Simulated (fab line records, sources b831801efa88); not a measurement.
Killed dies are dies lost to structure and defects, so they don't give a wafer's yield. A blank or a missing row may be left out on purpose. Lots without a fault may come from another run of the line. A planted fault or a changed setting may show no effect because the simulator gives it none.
fab line records | flow sky130
record lots=14 wafers=42 last_day=50
route steps=708 shown VT_ADJUST_LVTN@107 VT_ADJUST_NCORE@123 RES_PROTECT@215 POLY_GATE@236 PAD_OPEN@708
lots that met no fault: from a run of the same line without faults
start_h: hours from the record's first day to the start of the lot's first wafer shown | wait_h: hours since the lot's step before | " the same as in the row above | L1.1+2: a row that stands for several wafers | - no value, or no start given | * or withheld: withheld | < > ~ a bound
route shown NAME@n: a module of which the file shows steps, and the number in the route of the first | usual: mean/standard deviation of fault-free wafers | same: alike in all rows | chamber/n: place in a boat | sites: the reading at each site | _std_site: their standard deviation | _edge_site: outer sites' mean less inner sites' | radius_mm: how far each site lies from the wafer's centre | mask NAME#n: copy n | behind: the tool/chamber that last shaped the wafer | hold: why the lot was held/for how many hours/how that ended | device: the transistor (n, p or np) that didn't switch | end of line: the same wafers' tests at the end of the route | a step without rows: its recipe alone | killed: dies lost to structure and defects at the first sort, not the wafer's yield | map: a wafer's dies, x killed, . not, _ none there
set.NAME: the setting as run; set.NAME@STEP: as run at that earlier step | model.NAME: the simulator's own value behind a step, which no gauge read
steps of the route over a sample of lots; a table a step, a row a wafer
services: from which hour (start_h, from the record's first day; less than 0 if before it) a tool's chamber was out of use, for how many hours, and why
## steps
# step SKY_VT_ADJUST_LVTN_TW_MEAS_10
# usual VT_ADJUST_LVTN_TW=243.4/1.2
# columns lot.wafer tool chamber start_h wait_h VT_ADJUST_LVTN_TW
L746.2 film_metro-02 - 141.52 0.1 242.7
L746.3 " - " " 241.5
L746.6 " - " " 243.5
L747.3 film_metro-04 - 148.54 0.1 243.2
L747.5 " - " " 243.2
L747.6 " - " " 244.8
L748.1 film_metro-02 - 156.42 0.1 243.9
L748.3 " - " " 245.0
L748.4 " - " " 243.3
L749.2 film_metro-02 - 160.58 0.1 244.7
L749.4 " - " " 245.3
L749.6 " - " " 243.2
L750.3 film_metro-04 - 168.99 0.1 243.5
L750.4 " - " " 244.1
L750.5 " - " " 245.1
L751.2 film_metro-04 - 171.77 0.1 243.4
L751.3 " - " " 243.6
L751.6 " - " " 244.1
L752.2 film_metro-02 - 181.37 0.1 244.2
L752.3 " - " " 243.1
L752.4 " - " " 244.1
L753.2 film_metro-02 - 185.50 0.1 244.4
L753.3 " - " " 243.9
L753.6 " - " " 244.0
L757.2 film_metro-01 - 211.28 0.1 243.8
L757.3 " - " " 243.2
L757.4 " - " " 241.4
L758.3 film_metro-02 - 215.03 0.1 242.3
L758.5 " - " " 243.6
L758.6 " - " " 242.7
L761.2 film_metro-02 - 238.42 0.1 240.7
L761.4 " - " " 242.8
L761.6 " - " " 242.0
L763.2 film_metro-04 - 253.17 0.1 244.6
L763.4 " - " " 245.6
L763.6 " - " " 245.6
L765.1 film_metro-02 - 270.96 0.1 244.7
L765.5 " - " " 244.3
L765.6 " - " " 245.7
L769.2 film_metro-01 - 289.47 0.1 242.9
L769.4 " - " " 243.2
L769.5 " - " " 243.2
# step SKY_VT_ADJUST_NCORE_EXPOSE_04
# recipe mask_id=LVTN_COMPLEMENT_THIN na=0.6 source_shape=conventional sigma_outer=0.6 polarization=unpolarized target_cd_nm=380 dose_mj=139
# usual focus_offset_nm=0.1/0.53
# columns lot.wafer tool chamber start_h wait_h mask focus_offset_nm
L746.2 iline_stepper-01 0 170.97 - LVTN_COMPLEMENT_THIN#0 -1.4
L746.3 " 0 " " LVTN_COMPLEMENT_THIN#0 -1.1
L746.6 " 0 " " LVTN_COMPLEMENT_THIN#0 -0.9
L747.3 iline_stepper-01 0 180.34 - LVTN_COMPLEMENT_THIN#0 0.0
L747.5 " 0 " " LVTN_COMPLEMENT_THIN#0 0.0
L747.6 " 0 " " LVTN_COMPLEMENT_THIN#0 0.7
L748.1 iline_stepper-02 0 187.16 - LVTN_COMPLEMENT_THIN#0 -0.3
L748.3 " 0 " " LVTN_COMPLEMENT_THIN#0 -0.4
L748.4 " 0 " " LVTN_COMPLEMENT_THIN#0 0.0
L749.2 iline_stepper-01 0 196.21 - LVTN_COMPLEMENT_THIN#0 0.1
L749.4 " 0 " " LVTN_COMPLEMENT_THIN#0 0.1
L749.6 " 0 " " LVTN_COMPLEMENT_THIN#0 0.3
L750.3 iline_stepper-02 0 199.80 - LVTN_COMPLEMENT_THIN#0 -0.8
L750.4 " 0 " " LVTN_COMPLEMENT_THIN#0 0.0
L750.5 " 0 " " LVTN_COMPLEMENT_THIN#0 -0.2
L751.2 iline_stepper-01 0 203.71 - LVTN_COMPLEMENT_THIN#0 0.4
L751.3 " 0 " " LVTN_COMPLEMENT_THIN#0 0.7
L751.6 " 0 " " LVTN_COMPLEMENT_THIN#0 0.9
L752.2 iline_stepper-02 0 214.13 - LVTN_COMPLEMENT_THIN#0 -0.4
L752.3 " 0 " " LVTN_COMPLEMENT_THIN#0 -0.1
L752.4 " 0 " " LVTN_COMPLEMENT_THIN#0 -0.1
L753.2 iline_stepper-02 0 216.90 - LVTN_COMPLEMENT_THIN#0 0.1
L753.3 " 0 " " LVTN_COMPLEMENT_THIN#0 0.3
L753.6 " 0 " " LVTN_COMPLEMENT_THIN#0 0.8
L757.2 iline_stepper-01 0 244.81 - LVTN_COMPLEMENT_THIN#0 -0.8
L757.3 " 0 " " LVTN_COMPLEMENT_THIN#0 -0.6
L757.4 " 0 " " LVTN_COMPLEMENT_THIN#0 0.2
L758.3 iline_stepper-01 0 249.78 - LVTN_COMPLEMENT_THIN#0 -0.6
L758.5 " 0 " " LVTN_COMPLEMENT_THIN#0 -1.2
L758.6 " 0 " " LVTN_COMPLEMENT_THIN#0 -0.8
L761.2 iline_stepper-01 0 274.68 - LVTN_COMPLEMENT_THIN#0 -0.5
L761.4 " 0 " " LVTN_COMPLEMENT_THIN#0 -0.1
L761.6 " 0 " " LVTN_COMPLEMENT_THIN#0 0.2
L763.2 iline_stepper-01 0 289.74 - LVTN_COMPLEMENT_THIN#0 1.0
L763.4 " 0 " " LVTN_COMPLEMENT_THIN#0 0.4
L763.6 " 0 " " LVTN_COMPLEMENT_THIN#0 0.5
L765.1 iline_stepper-02 0 309.12 - LVTN_COMPLEMENT_THIN#0 0.1
L765.5 " 0 " " LVTN_COMPLEMENT_THIN#0 0.0
L765.6 " 0 " " LVTN_COMPLEMENT_THIN#0 0.7
L769.2 iline_stepper-02 0 328.19 - LVTN_COMPLEMENT_THIN#0 -0.5
L769.4 " 0 " " LVTN_COMPLEMENT_THIN#0 -0.5
L769.5 " 0 " " LVTN_COMPLEMENT_THIN#0 0.1
# step SKY_VT_ADJUST_NCORE_OVL_MEAS_08
# usual VT_ADJUST_NCORE_OVL=-0.4/1.3
# columns lot.wafer tool chamber start_h wait_h hold VT_ADJUST_NCORE_OVL[nm]
L746.2 overlay-02 - 181.16 0.1 - -0.2
L746.3 " - " " - -1.2
L746.6 " - " " - 0.3
L747.3 overlay-01 - 190.83 0.1 - 1.0
L747.5 " - " " - 1.1
L747.6 " - " " - -0.3
L748.1 overlay-02 - 196.96 0.1 - -1.4
L748.3 " - " " - -2.5
L748.4 " - " " - -2.3
L749.2 overlay-02 - 206.48 0.1 - -0.1
L749.4 " - " " - -0.7
L749.6 " - " " - 0.3
L750.3 overlay-01 - 210.86 0.1 - -1.1
L750.4 " - " " - 1.3
L750.5 " - " " - 0.4
L751.2 overlay-02 - 214.28 0.1 - -0.5
L751.3 " - " " - -0.2
L751.6 " - " " - 0.4
L752.2 overlay-02 - 225.51 0.1 - -0.9
L752.3 " - " " - -2.5
L752.4 " - " " - -2.4
L753.2 overlay-02 - 227.93 0.1 - -1.0
L753.3 " - " " - -2.3
L753.6 " - " " - 0.2
L757.2 overlay-02 - 257.23 0.1 await_dispo/0.2h/release 129.6
L757.3 " - " " await_dispo/0.2h/release 130.1
L757.4 " - " " await_dispo/0.2h/release 132.1
L757.2 overlay-02 - 257.43 0.2 - 130.2
L757.3 " - " " - 130.4
L757.4 " - " " - 133.2
L758.3 overlay-02 - 261.27 0.1 await_dispo/0.2h/release 130.2
L758.5 " - " " await_dispo/0.2h/release 131.4
L758.6 " - " " await_dispo/0.2h/release 131.9
L758.3 overlay-02 - 261.47 0.2 - 131.1
L758.5 " - " " - 132.4
L758.6 " - " " - 132.8
L761.2 overlay-01 - 286.16 0.1 await_dispo/0.2h/release 132.5
L761.4 " - " " await_dispo/0.2h/release 132.2
L761.6 " - " " await_dispo/0.2h/release 130.7
L761.2 overlay-01 - 286.37 0.2 - 133.3
L761.4 " - " " - 132.4
L761.6 " - " " - 132.2
L763.2 overlay-01 - 302.91 0.1 await_dispo/0.2h/release 129.8
L763.4 " - " " await_dispo/0.2h/release 129.2
L763.6 " - " " await_dispo/0.2h/release 129.0
L763.2 overlay-01 - 303.12 0.2 - 130.8
L763.4 " - " " - 130.2
L763.6 " - " " - 129.7
L765.1 overlay-01 - 321.37 0.1 - 1.4
L765.5 " - " " - 0.7
L765.6 " - " " - 0.7
L769.2 overlay-02 - 340.56 0.1 - 0.0
L769.4 " - " " - 1.4
L769.5 " - " " - 2.2
# step SKY_RES_PROTECT_TW_MEAS_08
# usual POLY_GATE_TW=4058/27
# columns lot.wafer tool chamber start_h wait_h POLY_GATE_TW
L746.2 film_metro-01 - 339.99 0.1 4019
L746.3 " - " " 4035
L746.6 " - " " 4043
L747.3 film_metro-02 - 347.62 0.1 4032
L747.5 " - " " 4025
L747.6 " - " " 4041
L748.1 film_metro-02 - 361.03 0.1 4054
L748.3 " - " " 4042
L748.4 " - " " 4053
L749.2 film_metro-02 - 368.60 0.1 4058
L749.4 " - " " 4058
L749.6 " - " " 4085
L751.2 film_metro-01 - 374.56 0.1 4118
L751.3 " - " " 4117
L751.6 " - " " 4108
L750.3 film_metro-04 - 374.66 0.1 4073
L750.4 " - " " 4039
L750.5 " - " " 4040
L753.2 film_metro-02 - 392.25 0.1 4061
L753.3 " - " " 4062
L753.6 " - " " 4075
L752.2 film_metro-04 - 392.51 0.1 4033
L752.3 " - " " 4054
L752.4 " - " " 4024
L765.1 film_metro-04 - 505.50 0.1 4054
L765.5 " - " " 4067
L765.6 " - " " 4040
L769.2 film_metro-02 - 531.25 0.1 4059
L769.4 " - " " 4056
L769.5 " - " " 4035
# step SKY_POLY_GATE_CD_MEAS_22
# usual cd_nm=150.3/2.2
# columns lot.wafer tool chamber start_h wait_h cd_nm
L746.2 cd_sem-02 - 377.02 0.1 153.2
L746.3 " - " " 149.0
L746.6 " - " " 151.1
L747.3 cd_sem-01 - 383.93 0.1 148.2
L747.5 " - " " 147.1
L747.6 " - " " 148.8
L748.1 cd_sem-02 - 394.27 0.1 150.9
L748.3 " - " " 155.6
L748.4 " - " " 151.6
L749.2 cd_sem-02 - 403.96 0.1 150.6
L749.4 " - " " 150.0
L749.6 " - " " 153.1
L751.2 cd_sem-01 - 406.71 0.1 152.3
L751.3 " - " " 151.3
L751.6 " - " " 150.6
L750.3 cd_sem-02 - 409.49 0.1 146.8
L750.4 " - " " 147.6
L750.5 " - " " 149.1
L752.2 cd_sem-02 - 427.20 0.1 149.6
L752.3 " - " " 150.2
L752.4 " - " " 147.3
L753.2 cd_sem-01 - 427.20 0.1 149.9
L753.3 " - " " 149.2
L753.6 " - " " 150.6
L765.1 cd_sem-01 - 539.78 0.1 148.0
L765.5 " - " " 147.6
L765.6 " - " " 148.4
L769.2 cd_sem-02 - 564.36 0.1 154.7
L769.4 " - " " 153.1
L769.5 " - " " 153.9
# step SKY_PAD_OPEN_PROBE_99
# usual defect_limited_yield=82.6/1.9 killed_at_M0_to_M3=43/7 killed_at_M4_up=3.1/2 killed_at_contacts=24/5.3 killed_at_front_end=15/4.2 killed_at_other=0.4/0.66 killed_dies=86/9.5 killed_open=47/7.4 killed_short=38/6.2 sort_bin_3_pad_short=0.9/0.44 sort_bin_5_function=10.2/1.4 sort_bin_6_memory=6.4/1.1 sort_n_pass=406/9.5 sort_yield_pct=82.6/1.9
# same gross_dies=492 killed_at_back_side=0 sort_bin_4_leakage[%]=0 sort_bin_8_speed[%]=0
# columns lot.wafer tool chamber start_h wait_h defect_limited_yield[%] killed_at_M0_to_M3 killed_at_M4_up killed_at_contacts killed_at_front_end killed_at_other killed_dies killed_open killed_short sort_bin_3_pad_short[%] sort_bin_5_function[%] sort_bin_6_memory[%] sort_n_pass sort_yield_pct[%]
L749.2 prober-02 - 1097.20 0.1 83.1 32 3 30 18 0 83 39 44 0.6 10.0 6.3 409 83.1
L749.4 prober-02 - 1097.30 0.2 85.0 40 1 15 17 1 74 39 33 1.0 8.5 5.5 418 85.0
L749.6 prober-02 - 1097.40 0.2 84.6 49 1 12 13 1 76 37 38 0.4 9.1 5.9 416 84.6
# killed by level:class
L749.2 CONTACT:geometric_particle:open=9 METAL1:geometric_particle:short=8 VIA1:geometric_particle:open=7 CONTACT:geometric_particle:short=6 FIELD_ISO:geometric_particle:open=5 LI_CONTACT:geometric_particle:open=5 METAL2:geometric_particle:short=5 LOCAL_INTERCONNECT:geometric_particle:short=5
L749.4 VIA1:geometric_particle:open=10 METAL1:geometric_particle:short=6 LI_CONTACT:geometric_particle:open=5 METAL2:geometric_particle:short=5 POLY_GATE:geometric_particle:open=4 FIELD_ISO:geometric_particle:open=4 POLY_GATE:geometric_particle:short=4 CONTACT:geometric_particle:open=4
L749.6 VIA3:geometric_particle:open=8 METAL2:geometric_particle:short=7 VIA1:geometric_particle:open=6 VIA2:geometric_particle:open=6 VIA2:geometric_particle:short=5 FIELD_ISO:geometric_particle:open=4 METAL1:geometric_particle:short=4 VIA1:geometric_particle:short=4
## services
# columns tool chamber start_h hours kind
iline_stepper-01 - 191.74 4.4 pm
iline_stepper-02 - 191.95 0.6 repair
iline_stepper-02 - 202.75 1.7 pm
iline_stepper-01 - 216.73 2.1 pm
iline_stepper-01 - 218.81 - consumable_replace:lamp
iline_stepper-02 - 233.88 - calibration
iline_stepper-01 - 250.77 0.8 pm
iline_stepper-01 0 288.44 - calibration
iline_stepper-02 0 322.60 - calibration
## key
first_sign step=SKY_VT_ADJUST_NCORE_OVL_MEAS_08 reading=visit direction=added
effect step=SKY_VT_ADJUST_NCORE_OVL_MEAS_08 reading=VT_ADJUST_NCORE_OVL direction=up sigmas=99+ usual=-0.4 struck=130.7
met_at SKY_VT_ADJUST_NCORE_EXPOSE_04
struck_lots L757,L758,L761,L763
scrapped_behind SKY_VT_ADJUST_NCORE_OVL_MEAS_08 L757.2,L757.3,L757.4,L758.3,L758.5,L758.6,L761.2,L761.4,L761.6,L763.2,L763.4,L763.6
not_acting_at SKY_VT_ADJUST_LVTN_TW_MEAS_10,SKY_RES_PROTECT_TW_MEAS_08,SKY_POLY_GATE_CD_MEAS_22
onset_between 203.71 244.81
fault kind=scanner_matching_overlay tool=iline_stepper-01 chamber=- onset_h=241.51 steps=SKY_VT_ADJUST_NCORE_EXPOSE_04 offset=130.67
